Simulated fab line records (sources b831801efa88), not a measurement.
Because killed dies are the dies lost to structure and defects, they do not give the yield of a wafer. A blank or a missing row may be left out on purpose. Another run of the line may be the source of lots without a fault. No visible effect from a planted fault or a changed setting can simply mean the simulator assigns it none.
fab line records    flow sky130
record: lots: 11  wafers: 33  last-day: 50
route steps=708 shown VIA3@585 METAL4@626 VIA4@651 PAD_OPEN@708
lots that met no fault: taken from a fault-free run of the same line
start-h: hours from the record's opening day to when the first of the lot's shown wafers began    wait-h: how many hours have passed since the lot's step before this one    " same as the row above    L1.1+2: a row that stands for several wafers    - no value, or no start was given    * or withheld: withheld    < > ~ a bound
route shown NAME@n: names a module that has steps shown in the file, with the first one's number in the route    usual: average and standard deviation across the fault-free wafers    same: alike in all rows    chamber/n: place in a boat    sites: the reading at each site    _std_site: standard deviation across them    _edge_site: inner sites' mean taken away from outer sites' mean    radius-mm: for every site, how far away it sits from the centre of the wafer    mask NAME#n: copy n    behind: tool/chamber where the wafer was last shaped    hold: the reason the lot was held/the length of the hold in hours/how it ended    device: which transistor (n, p or np) failed to switch    end of line: at the end of the route, the tests of the same wafers    for a step that has no rows: nothing shown but its recipe    killed: dies lost to structure and defects at the first sort, not the wafer's yield    map: a wafer's dies, marking killed ones x, the rest . and places with no die _
set.NAME: setting as actually run; set.NAME@STEP: the setting as run at that earlier step    model.NAME: the simulator's own value behind a step, which no gauge read
route steps across a sampled set of lots; one table per step, one row per wafer
services: when a tool's chamber went out of use (start-h, in hours from the record's first day, below 0 if earlier), for how many hours, and the reason
== steps ==
step: SKY_VIA3_CD_MEAS_12
recipe: target-cd-nm: 200
usual: cd-nm: 200.1/1.1
lot.wafer  tool       chamber  start-h  wait-h  cd-nm
L555.2     cd-sem-01  -        936.27   -       201.8
L555.4     "          -        "        "       199.8
L555.6     "          -        "        "       198.8
L556.1     cd-sem-02  -        941.86   -       199.5
L556.3     "          -        "        "       199.9
L556.5     "          -        "        "       199.2
L557.1     cd-sem-02  -        957.29   -       202.2
L557.5     "          -        "        "       200.8
L557.6     "          -        "        "       199.8
L558.1     cd-sem-02  -        960.94   -       199.6
L558.2     "          -        "        "       201.0
L558.6     "          -        "        "       200.4
L563.3     cd-sem-02  -        994.98   -       199.4
L563.5     "          -        "        "       199.1
L563.6     "          -        "        "       200.5
L564.1     cd-sem-01  -        1005.50  -       200.8
L564.5     "          -        "        "       199.4
L564.6     "          -        "        "       201.0
L569.3     cd-sem-01  -        1025.89  -       199.4
L569.4     "          -        "        "       200.3
L569.6     "          -        "        "       200.3
L575.1     cd-sem-02  -        1068.45  -       202.0
L575.5     "          -        "        "       201.7
L575.6     "          -        "        "       201.2
L576.2     cd-sem-01  -        1075.92  -       200.4
L576.4     "          -        "        "       200.2
L576.5     "          -        "        "       200.8
L577.1     cd-sem-02  -        1076.60  -       200.3
L577.2     "          -        "        "       198.5
L577.3     "          -        "        "       197.8
L578.1     cd-sem-02  -        1083.40  -       197.3
L578.4     "          -        "        "       198.7
L578.6     "          -        "        "       199.0
step: SKY_METAL4_EXPOSE_10
recipe: mask-id: MM4  na: 0.68  source-shape: annular  sigma-inner: 0.4  sigma-outer: 0.8  target-cd-nm: 300  dose-mj: 28
same: na: 0.68
lot.wafer   tool            chamber  start-h  wait-h  mask
L555.2+4+6  krf-scanner-02  0        974.99   -       MM4#0
L556.1+3+5  krf-scanner-02  0        981.29   -       MM4#0
L557.1+5+6  krf-scanner-02  0        995.74   -       MM4#0
L558.1+2+6  krf-scanner-01  0        999.52   -       MM4#0
L563.3+5+6  krf-scanner-01  0        1032.73  -       MM4#0
L564.1+5+6  krf-scanner-01  0        1041.49  -       MM4#0
L569.3+4+6  krf-scanner-02  0        1061.76  -       MM4#0
L575.1+5+6  krf-scanner-01  0        1102.15  -       MM4#0
L576.2+4+5  krf-scanner-02  0        1109.74  -       MM4#0
L577.1+2+3  krf-scanner-01  0        1110.92  -       MM4#0
L578.1+4+6  krf-scanner-01  0        1117.25  -       MM4#0
step: SKY_METAL4_CD_MEAS_13
recipe: target-cd-nm: 300
usual: cd-nm: 300.2/1.6
lot.wafer  tool       chamber  start-h  wait-h  cd-nm
L555.2     cd-sem-02  -        987.62   -       298.9
L555.4     "          -        "        "       299.0
L555.6     "          -        "        "       299.5
L556.1     cd-sem-02  -        993.24   -       301.8
L556.3     "          -        "        "       301.8
L556.5     "          -        "        "       300.8
L557.1     cd-sem-01  -        1006.94  -       300.0
L557.5     "          -        "        "       301.2
L557.6     "          -        "        "       301.1
L558.1     cd-sem-01  -        1011.19  -       304.2
L558.2     "          -        "        "       304.1
L558.6     "          -        "        "       305.8
L563.3     cd-sem-01  -        1043.19  -       298.3
L563.5     "          -        "        "       270.3
L563.6     "          -        "        "       300.7
L564.1     cd-sem-01  -        1052.34  -       297.7
L564.5     "          -        "        "       267.8
L564.6     "          -        "        "       299.4
L569.3     cd-sem-01  -        1072.43  -       300.8
L569.4     "          -        "        "       299.8
L569.6     "          -        "        "       299.0
L575.1     cd-sem-02  -        1112.40  -       299.7
L575.5     "          -        "        "       300.6
L575.6     "          -        "        "       300.0
L576.2     cd-sem-02  -        1120.11  -       301.3
L576.4     "          -        "        "       301.3
L576.5     "          -        "        "       301.7
L577.1     cd-sem-02  -        1120.74  -       301.2
L577.2     "          -        "        "       301.1
L577.3     "          -        "        "       301.2
L578.1     cd-sem-01  -        1126.84  -       302.0
L578.4     "          -        "        "       303.3
L578.6     "          -        "        "       301.5
step: SKY_VIA4_ETCH_12
recipe: target: SiO2  chemistry: C4F8/O2/Ar  stop-on: TiN  mask-material: NOVOLAK  source-w: 1500  bias-w: 1200  pressure-mtorr: 40  c4f8-flow-sccm: withheld  O2_flow_sccm: 6  Ar_flow_sccm: 300  time-s: withheld  target-depth-a: 5800
usual: oes-product-au: 0.926/0.0048
lot.wafer  tool         chamber  start-h  wait-h  oes-product-au
L555.2     rie-diel-03  3        1011.93  0.0     0.926
L555.4     "            2        "        "       0.924
L555.6     "            0        "        "       0.930
L556.1     rie-diel-01  2        1018.13  0.0     0.931
L556.3     "            1        "        "       0.916
L556.5     "            2        "        "       0.917
L557.1     rie-diel-01  0        1031.28  0.0     0.928
L557.5     "            2        "        "       0.926
L557.6     "            3        "        "       0.916
L558.1     rie-diel-04  3        1035.48  0.0     0.931
L558.2     "            0        "        "       0.925
L558.6     "            3        "        "       0.926
L563.3     rie-diel-04  1        1067.18  0.0     0.923
L563.5     "            1        "        "       0.929
L563.6     "            2        "        "       0.927
L564.1     rie-diel-01  2        1075.68  0.0     0.920
L564.5     "            0        "        "       0.918
L564.6     "            3        "        "       0.927
L569.3     rie-diel-04  1        1095.53  0.0     0.925
L569.4     "            2        "        "       0.927
L569.6     "            1        "        "       0.921
L575.1     rie-diel-03  3        1133.63  0.0     0.927
L575.5     "            2        "        "       0.923
L575.6     "            1        "        "       0.920
L576.2     rie-diel-04  0        1140.28  0.0     0.929
L576.4     "            1        "        "       0.925
L576.5     "            0        "        "       0.934
L577.1     rie-diel-04  1        1141.58  0.0     0.922
L577.2     "            3        "        "       0.929
L577.3     "            0        "        "       0.927
L578.1     rie-diel-03  2        1146.98  0.0     0.935
L578.4     "            0        "        "       0.920
L578.6     "            3        "        "       0.918
step: SKY_VIA4_STRIP_13
recipe: chemistry: O2/N2  power-w: 1400  pressure-mtorr: 1500  platen-temp-c: withheld  o2-flow-sccm: 3000  n2-flow-sccm: 300  overash-fraction: 0.5
usual: drypump-motor-current-A: 5.7/0.47  o2-flow-sccm: 3000/9  oes-product-au: 0.709/0.0042  strip-time-to-endpoint-s: 12.80/0.033
lot.wafer  tool             chamber  start-h  wait-h  drypump-motor-current-A  o2-flow-sccm  oes-product-au  rf-hours-counter-h  strip-time-to-endpoint-s
L555.2     plasma-asher-03  0        1012.00  -       5.3                      3002          0.707           58                  12.83
L555.4     "                1        "        "       5.7                      3005          0.705           -                   12.83
L555.6     "                1        "        "       5.7                      3002          0.706           -                   12.79
L556.1     plasma-asher-02  0        1018.20  -       6.3                      3007          0.709           27                  12.81
L556.3     "                0        "        "       6.3                      3005          0.708           -                   12.80
L556.5     "                1        "        "       6.4                      3006          0.703           -                   12.82
L557.1     plasma-asher-03  0        1031.35  -       5.3                      2998          0.700           60                  12.79
L557.5     "                1        "        "       5.7                      3005          0.708           -                   12.83
L557.6     "                0        "        "       5.3                      3018          0.708           -                   12.78
L558.1     plasma-asher-04  0        1035.55  -       5.1                      3000          0.707           115                 12.75
L558.2     "                1        "        "       5.7                      2992          0.702           115                 12.79
L558.6     "                1        "        "       5.7                      2994          0.708           -                   12.77
L563.3     plasma-asher-03  0        1067.29  -       5.3                      3012          0.715           -                   12.78
L563.5     "                0        "        "       5.3                      2999          0.716           -                   12.78
L563.6     "                1        "        "       5.7                      2997          0.717           -                   12.83
L564.1     plasma-asher-04  1        1075.75  -       5.7                      3009          0.703           1                   12.78
L564.5     "                1        "        "       5.7                      3001          0.711           -                   12.78
L564.6     "                0        "        "       5.1                      2999          0.704           -                   12.75
L569.3     plasma-asher-02  1        1095.64  -       6.4                      2986          0.715           -                   12.79
L569.4     "                0        "        "       6.3                      3006          0.708           -                   12.84
L569.6     "                0        "        "       6.3                      3007          0.704           -                   12.82
L575.1     plasma-asher-04  0        1133.70  -       5.1                      3013          0.703           5                   12.80
L575.5     "                1        "        "       5.7                      2979          0.709           -                   12.80
L575.6     "                0        "        "       5.1                      3014          0.706           -                   12.82
L576.2     plasma-asher-03  0        1140.35  -       5.3                      3021          0.706           71                  12.84
L576.4     "                0        "        "       5.3                      3029          0.710           -                   12.76
L576.5     "                1        "        "       5.7                      2989          0.705           -                   12.78
L577.1     plasma-asher-04  0        1141.65  -       5.2                      3004          0.708           6                   12.84
L577.2     "                1        "        "       5.7                      3015          0.707           6                   12.80
L577.3     "                0        "        "       5.1                      3020          0.704           -                   12.81
L578.1     plasma-asher-04  0        1147.05  -       5.1                      2991          0.717           6                   12.80
L578.4     "                0        "        "       5.1                      2990          0.710           -                   12.81
L578.6     "                0        "        "       5.2                      2998          0.705           -                   12.81
step: SKY_PAD_OPEN_PROBE_99
usual: defect-limited-yield: 82.3/2.1  killed_at_M0_to_M3: 45/6.9  killed_at_M4_up: 3.1/1.7  killed-at-contacts: 24/5.7  killed-at-front-end: 15/4.6  killed-at-other: 0.3/0.57  killed-dies: 87/10  killed-open: 48/7.4  killed-short: 39/6.7  sort_bin_3_pad_short: 0.9/0.41  sort_bin_5_function: 10.4/1.5  sort_bin_6_memory: 6.4/1.1  sort-n-pass: 405/10  sort-yield-pct: 82.3/2.1
same: gross-dies: 492  killed-at-back-side: 0  sort_bin_4_leakage[%]: 0  sort_bin_8_speed[%]: 0
lot.wafer  tool       chamber  start-h  wait-h  defect-limited-yield[%]  killed_at_M0_to_M3  killed_at_M4_up  killed-at-contacts  killed-at-front-end  killed-at-other  killed-dies  killed-open  killed-short  sort_bin_3_pad_short[%]  sort_bin_5_function[%]  sort_bin_6_memory[%]  sort-n-pass  sort-yield-pct[%]
L555.2     prober-02  -        1084.46  0.1     81.9                     46                  4                25                  14                   0                89           44           45            0.6                      9.6                     7.9                   403          81.9
L555.4     prober-02  -        1084.56  0.2     81.7                     51                  3                22                  13                   1                90           56           34            1.0                      9.8                     7.5                   402          81.7
L555.6     prober-02  -        1084.66  0.2     81.9                     48                  4                24                  13                   0                89           56           33            0.2                      11.4                    6.5                   403          81.9
L556.1     prober-01  -        1088.58  0.1     77.8                     48                  8                38                  15                   0                109          57           52            1.2                      12.0                    8.9                   383          77.8
L556.3     prober-01  -        1088.68  0.2     79.7                     50                  7                25                  18                   0                100          48           52            1.0                      12.6                    6.7                   392          79.7
L556.5     prober-01  -        1088.78  0.2     81.3                     43                  4                28                  15                   2                92           52           40            0.6                      11.0                    7.1                   400          81.3
L557.1     prober-02  -        1100.41  0.1     83.7                     34                  7                29                  10                   0                80           39           41            0.8                      9.8                     5.7                   412          83.7
L557.5     prober-02  -        1100.61  0.2     80.1                     52                  4                27                  15                   0                98           55           43            1.0                      12.2                    6.7                   394          80.1
L557.6     prober-02  -        1100.66  0.2     85.4                     37                  4                21                  10                   0                72           38           34            1.2                      8.9                     4.5                   420          85.4
L558.1     prober-01  -        1104.90  0.1     79.9                     56                  2                29                  11                   1                99           54           45            0.4                      11.6                    8.1                   393          79.9
L558.2     prober-01  -        1104.95  0.1     82.9                     36                  4                38                  6                    0                84           53           31            0.8                      11.0                    5.3                   408          82.9
L558.6     prober-01  -        1105.15  0.2     80.7                     46                  1                29                  19                   0                95           57           38            1.2                      11.4                    6.7                   397          80.7
L563.3     prober-01  -        1134.17  0.2     80.3                     41                  4                37                  15                   0                97           52           45            1.2                      12.2                    6.3                   395          80.3
L563.5     prober-01  -        1134.27  0.2     83.5                     33                  11               18                  18                   1                81           33           43            1.2                      10.2                    5.1                   411          83.5
L563.6     prober-01  -        1134.32  0.2     83.9                     35                  3                26                  14                   1                79           39           40            0.8                      8.5                     6.7                   413          83.9
L564.1     prober-02  -        1139.85  0.1     84.1                     41                  4                25                  8                    0                78           46           32            1.2                      8.5                     6.1                   414          84.1
L564.5     prober-02  -        1140.05  0.2     83.9                     34                  5                25                  15                   0                79           44           35            0.6                      7.7                     7.7                   413          83.9
L564.6     prober-02  -        1140.10  0.2     82.3                     48                  2                20                  17                   0                87           48           39            1.8                      9.3                     6.5                   405          82.3
L569.3     prober-01  -        1159.27  0.2     80.7                     41                  3                24                  26                   1                95           48           47            0.8                      10.6                    7.9                   397          80.7
L569.4     prober-01  -        1159.32  0.2     82.9                     44                  5                22                  12                   1                84           39           45            0.8                      10.6                    5.7                   408          82.9
L569.6     prober-01  -        1159.42  0.2     80.1                     59                  2                20                  17                   0                98           58           40            1.2                      12.8                    5.9                   394          80.1
L575.1     prober-01  -        1192.12  0.1     80.1                     55                  3                22                  18                   0                98           54           44            0.6                      12.2                    7.1                   394          80.1
L575.5     prober-01  -        1192.32  0.2     83.3                     47                  2                23                  10                   0                82           47           35            0.6                      9.8                     6.3                   410          83.3
L575.6     prober-01  -        1192.37  0.2     82.3                     50                  2                25                  10                   0                87           49           38            1.6                      9.3                     6.7                   405          82.3
L576.2     prober-02  -        1196.07  0.1     80.3                     45                  5                27                  18                   2                97           54           43            1.0                      11.2                    7.5                   395          80.3
L576.4     prober-02  -        1196.17  0.2     83.5                     45                  4                22                  10                   0                81           45           36            1.0                      10.2                    5.3                   411          83.5
L576.5     prober-02  -        1196.22  0.2     85.0                     38                  1                17                  18                   0                74           39           35            0.6                      10.0                    4.5                   418          85.0
L577.1     prober-01  -        1197.57  0.1     83.1                     38                  4                25                  16                   0                83           50           33            0.6                      11.0                    5.3                   409          83.1
L577.2     prober-01  -        1197.62  0.1     82.7                     35                  6                28                  16                   0                85           53           32            0.8                      9.6                     6.9                   407          82.7
L577.3     prober-01  -        1197.67  0.2     79.3                     53                  1                23                  25                   0                102          50           52            0.8                      13.6                    6.3                   390          79.3
L578.1     prober-02  -        1201.76  0.1     84.1                     36                  5                20                  17                   0                78           39           39            0.4                      7.5                     7.9                   414          84.1
L578.4     prober-02  -        1201.91  0.2     85.4                     43                  0                16                  12                   1                72           37           35            0.4                      8.5                     5.7                   420          85.4
L578.6     prober-02  -        1202.01  0.2     84.8                     36                  1                24                  12                   2                75           38           37            0.8                      8.1                     6.3                   417          84.8
killed by level:class
L555.2 CONTACT:geometric-particle:short=11 CONTACT:geometric-particle:open=9 VIA1:geometric-particle:open=8 VIA2:geometric-particle:open=8 VIA3:geometric-particle:open=7 VIA1:geometric-particle:short=6 POLY_GATE:geometric-particle:short=5 METAL1:geometric-particle:short=5
L555.4 VIA1:geometric-particle:open=14 CONTACT:geometric-particle:open=10 VIA3:geometric-particle:open=8 VIA2:geometric-particle:open=7 FIELD_ISO:geometric-particle:open=6 LI_CONTACT:geometric-particle:open=6 METAL1:geometric-particle:short=6 FIELD_ISO:geometric-particle:short=4
L555.6 VIA1:geometric-particle:open=12 VIA3:geometric-particle:open=11 CONTACT:geometric-particle:open=10 FIELD_ISO:geometric-particle:open=7 VIA3:geometric-particle:short=6 METAL2:geometric-particle:short=5 LI_CONTACT:geometric-particle:open=5 CONTACT:geometric-particle:short=5
L556.1 VIA1:geometric-particle:open=16 LI_CONTACT:geometric-particle:open=12 CONTACT:geometric-particle:open=11 METAL1:geometric-particle:short=11 VIA3:geometric-particle:open=6 CONTACT:geometric-particle:short=6 METAL4:geometric-particle:short=6 LOCAL_INTERCONNECT:geometric-particle:short=5
L556.3 CONTACT:geometric-particle:open=11 FIELD_ISO:geometric-particle:short=10 VIA1:geometric-particle:open=9 METAL1:geometric-particle:short=7 METAL2:geometric-particle:short=7 LI_CONTACT:geometric-particle:open=4 METAL4:geometric-particle:open=4 VIA1:geometric-particle:short=4
L556.5 CONTACT:geometric-particle:open=12 VIA1:geometric-particle:open=11 VIA3:geometric-particle:open=10 CONTACT:geometric-particle:short=8 METAL1:geometric-particle:short=7 FIELD_ISO:geometric-particle:open=3 LI_CONTACT:geometric-particle:open=3 FIELD_ISO:geometric-particle:short=3
L557.1 CONTACT:geometric-particle:open=11 VIA1:geometric-particle:open=8 METAL4:geometric-particle:short=7 LOCAL_INTERCONNECT:geometric-particle:short=6 METAL1:geometric-particle:short=6 LI_CONTACT:geometric-particle:open=5 METAL2:geometric-particle:short=5 VIA2:geometric-particle:open=5
L557.5 CONTACT:geometric-particle:open=11 VIA1:geometric-particle:open=10 METAL1:geometric-particle:short=8 VIA3:geometric-particle:open=8 VIA2:geometric-particle:short=6 LI_CONTACT:geometric-particle:open=6 METAL2:geometric-particle:short=6 VIA2:geometric-particle:open=6
L557.6 VIA1:geometric-particle:open=11 VIA2:geometric-particle:open=8 CONTACT:geometric-particle:short=7 METAL1:geometric-particle:short=6 LI_CONTACT:geometric-particle:open=5 SPACER:geometric-particle:short=4 CONTACT:geometric-particle:open=4 VIA3:geometric-particle:open=4
L558.1 CONTACT:geometric-particle:open=12 VIA2:geometric-particle:open=9 METAL1:geometric-particle:short=9 VIA1:geometric-particle:open=9 VIA3:geometric-particle:open=8 LI_CONTACT:geometric-particle:open=6 LOCAL_INTERCONNECT:geometric-particle:short=5 METAL2:geometric-particle:short=5
L558.2 CONTACT:geometric-particle:open=14 LI_CONTACT:geometric-particle:open=11 VIA1:geometric-particle:open=11 VIA3:geometric-particle:open=8 LOCAL_INTERCONNECT:geometric-particle:short=5 CONTACT:geometric-particle:short=5 VIA2:geometric-particle:open=4 METAL3:geometric-particle:short=4
L558.6 CONTACT:geometric-particle:open=10 VIA1:geometric-particle:open=9 VIA2:geometric-particle:open=9 FIELD_ISO:geometric-particle:open=8 METAL1:geometric-particle:short=8 VIA3:geometric-particle:open=8 FIELD_ISO:geometric-particle:short=7 LI_CONTACT:geometric-particle:open=6
L563.3 CONTACT:geometric-particle:open=15 METAL2:geometric-particle:short=9 LI_CONTACT:geometric-particle:open=8 CONTACT:geometric-particle:short=6 VIA2:geometric-particle:open=6 FIELD_ISO:geometric-particle:open=5 METAL1:geometric-particle:short=5 VIA1:geometric-particle:open=5
L563.5 CONTACT:geometric-particle:open=7 METAL1:geometric-particle:short=7 VIA1:geometric-particle:open=5 METAL4:geometric-particle:short=5 METAL4:area-expose=5 FIELD_ISO:geometric-particle:short=4 FIELD_ISO:geometric-particle:open=4 VIA2:geometric-particle:open=4
L563.6 LI_CONTACT:geometric-particle:open=9 METAL1:geometric-particle:short=7 CONTACT:geometric-particle:open=6 VIA1:geometric-particle:open=6 FIELD_ISO:geometric-particle:open=5 LI_CONTACT:geometric-particle:short=4 CONTACT:geometric-particle:short=4 METAL3:geometric-particle:short=4
L564.1 VIA1:geometric-particle:open=13 CONTACT:geometric-particle:open=8 CONTACT:geometric-particle:short=6 VIA1:geometric-particle:short=6 METAL2:geometric-particle:short=6 VIA2:geometric-particle:open=6 LI_CONTACT:geometric-particle:open=5 LOCAL_INTERCONNECT:geometric-particle:short=5
L564.5 FIELD_ISO:geometric-particle:open=7 LI_CONTACT:geometric-particle:open=7 VIA1:geometric-particle:open=6 CONTACT:geometric-particle:open=6 METAL2:geometric-particle:short=6 VIA1:geometric-particle:short=5 VIA2:geometric-particle:open=5 LI_CONTACT:geometric-particle:short=4
L564.6 VIA1:geometric-particle:open=11 METAL1:geometric-particle:short=7 VIA3:geometric-particle:open=7 LI_CONTACT:geometric-particle:open=6 CONTACT:geometric-particle:open=6 FIELD_ISO:geometric-particle:short=5 FIELD_ISO:geometric-particle:open=5 METAL2:geometric-particle:short=5
L569.3 POLY_GATE:geometric-particle:short=10 VIA1:geometric-particle:open=10 FIELD_ISO:geometric-particle:open=6 METAL1:geometric-particle:short=6 LI_CONTACT:geometric-particle:open=6 CONTACT:geometric-particle:open=6 VIA2:geometric-particle:open=5 LI_CONTACT:geometric-particle:short=4
L569.4 VIA1:geometric-particle:open=11 CONTACT:geometric-particle:short=8 METAL1:geometric-particle:short=6 METAL2:geometric-particle:short=5 CONTACT:geometric-particle:open=5 VIA3:geometric-particle:open=5 LI_CONTACT:geometric-particle:open=4 VIA2:geometric-particle:short=4
L569.6 VIA1:geometric-particle:open=16 METAL2:geometric-particle:short=13 LI_CONTACT:geometric-particle:open=7 CONTACT:geometric-particle:open=7 VIA2:geometric-particle:open=6 FIELD_ISO:geometric-particle:short=5 VIA3:geometric-particle:open=5 FIELD_ISO:geometric-particle:open=4
L575.1 VIA1:geometric-particle:open=18 CONTACT:geometric-particle:open=9 VIA1:geometric-particle:short=6 VIA2:geometric-particle:open=6 POLY_GATE:geometric-particle:short=5 CONTACT:geometric-particle:short=5 VIA3:geometric-particle:open=5 FIELD_ISO:geometric-particle:open=4
L575.5 VIA1:geometric-particle:open=17 CONTACT:geometric-particle:open=11 CONTACT:geometric-particle:short=6 METAL1:geometric-particle:short=5 METAL2:geometric-particle:short=5 VIA2:geometric-particle:open=5 VIA3:geometric-particle:open=5 VIA3:geometric-particle:short=5
L575.6 VIA2:geometric-particle:open=10 VIA1:geometric-particle:open=9 CONTACT:geometric-particle:open=9 METAL2:geometric-particle:short=8 LI_CONTACT:geometric-particle:open=6 METAL1:geometric-particle:short=5 VIA1:geometric-particle:short=5 FIELD_ISO:geometric-particle:open=4
L576.2 CONTACT:geometric-particle:open=9 VIA1:geometric-particle:open=9 METAL1:geometric-particle:short=9 VIA3:geometric-particle:open=9 LI_CONTACT:geometric-particle:open=7 VIA2:geometric-particle:open=6 POLY_GATE:geometric-particle:open=5 FIELD_ISO:geometric-particle:short=5
L576.4 VIA1:geometric-particle:open=11 CONTACT:geometric-particle:open=8 CONTACT:geometric-particle:short=7 METAL2:geometric-particle:short=6 VIA2:geometric-particle:open=6 VIA3:geometric-particle:open=6 POLY_GATE:geometric-particle:open=4 VIA1:geometric-particle:short=4
L576.5 FIELD_ISO:geometric-particle:short=9 METAL2:geometric-particle:short=8 VIA3:geometric-particle:open=8 CONTACT:geometric-particle:open=7 METAL1:geometric-particle:short=6 VIA1:geometric-particle:open=6 FIELD_ISO:geometric-particle:open=5 LI_CONTACT:geometric-particle:open=3
L577.1 CONTACT:geometric-particle:open=12 VIA2:geometric-particle:open=8 VIA1:geometric-particle:open=7 VIA3:geometric-particle:open=7 METAL2:geometric-particle:short=6 LI_CONTACT:geometric-particle:open=5 FIELD_ISO:geometric-particle:short=4 FIELD_ISO:geometric-particle:open=3
L577.2 VIA1:geometric-particle:open=13 LI_CONTACT:geometric-particle:open=10 CONTACT:geometric-particle:open=7 VIA3:geometric-particle:open=7 FIELD_ISO:geometric-particle:short=5 LOCAL_INTERCONNECT:geometric-particle:short=4 CONTACT:geometric-particle:short=4 METAL2:geometric-particle:open=4
L577.3 METAL2:geometric-particle:short=10 CONTACT:geometric-particle:short=9 FIELD_ISO:geometric-particle:open=8 VIA1:geometric-particle:open=8 VIA2:geometric-particle:open=8 CONTACT:geometric-particle:open=7 POLY_GATE:geometric-particle:short=6 METAL1:geometric-particle:short=6
L578.1 VIA1:geometric-particle:open=8 METAL2:geometric-particle:short=8 LI_CONTACT:geometric-particle:open=7 CONTACT:geometric-particle:open=7 FIELD_ISO:geometric-particle:open=6 METAL1:geometric-particle:short=6 FIELD_ISO:geometric-particle:short=4 VIA1:geometric-particle:short=4
L578.4 METAL1:geometric-particle:short=7 VIA2:geometric-particle:open=7 LI_CONTACT:geometric-particle:open=6 VIA1:geometric-particle:short=6 CONTACT:geometric-particle:short=4 CONTACT:geometric-particle:open=4 METAL2:geometric-particle:short=4 VIA3:geometric-particle:short=4
L578.6 VIA1:geometric-particle:open=11 CONTACT:geometric-particle:open=8 LI_CONTACT:geometric-particle:open=7 FIELD_ISO:geometric-particle:short=4 LOCAL_INTERCONNECT:geometric-particle:short=4 METAL1:geometric-particle:short=4 VIA2:geometric-particle:open=4 METAL3:geometric-particle:short=4
== services ==
tool             chamber  start-h  hours  kind
rie-diel-01      1        965.96   2.2    repair
krf-scanner-01   -        979.56   0.8    pm
krf-scanner-01   -        980.56   1.0    pm
rie-diel-01      1        980.60   5.8    repair
rie-diel-01      -        988.84   5.2    repair
krf-scanner-01   -        994.05   0.2    repair
krf-scanner-02   -        1004.18  1.0    pm
rie-diel-04      1        1007.97  4.5    repair
rie-diel-03      -        1028.48  14.6   pm
rie-diel-04      2        1037.73  9.1    repair
rie-diel-04      1        1045.96  9.5    repair
krf-scanner-01   -        1048.36  0.5    repair
plasma-asher-04  -        1055.25  9.0    pm
krf-scanner-01   -        1069.48  1.3    pm
krf-scanner-02   -        1075.40  1.3    pm
krf-scanner-01   -        1078.32  5.7    repair
rie-diel-03      2        1085.81  8.8    repair
krf-scanner-01   -        1105.25  4.0    pm
plasma-asher-04  -        1105.69  16.1   repair
rie-diel-03      1        1107.64  1.3    repair
rie-diel-04      1        1107.77  2.5    repair
rie-diel-01      2        1117.53  14.7   repair
krf-scanner-02   -        1136.90  0.5    repair
rie-diel-04      3        1145.99  1.3    repair
== key ==
first-sign: step: SKY_METAL4_CD_MEAS_13  reading: cd-nm  direction: down  sigmas: 20  usual: 300.2  struck: 269.1
effect none on later readings
met-at SKY_METAL4_EXPOSE_10
struck-lots L563,L564
struck-wafers L563.5,L564.5
not-acting-at SKY_VIA3_CD_MEAS_12,SKY_VIA4_ETCH_12,SKY_VIA4_STRIP_13
onset-between 999.52 1032.73
fault: kind: process-parameter-drift  tool: krf-scanner-01  chamber: -  onset-h: 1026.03  steps: SKY_METAL4_EXPOSE_10  channel: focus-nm  offset: 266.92  shape: step  end-h: 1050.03  scope: struck-wafers-only
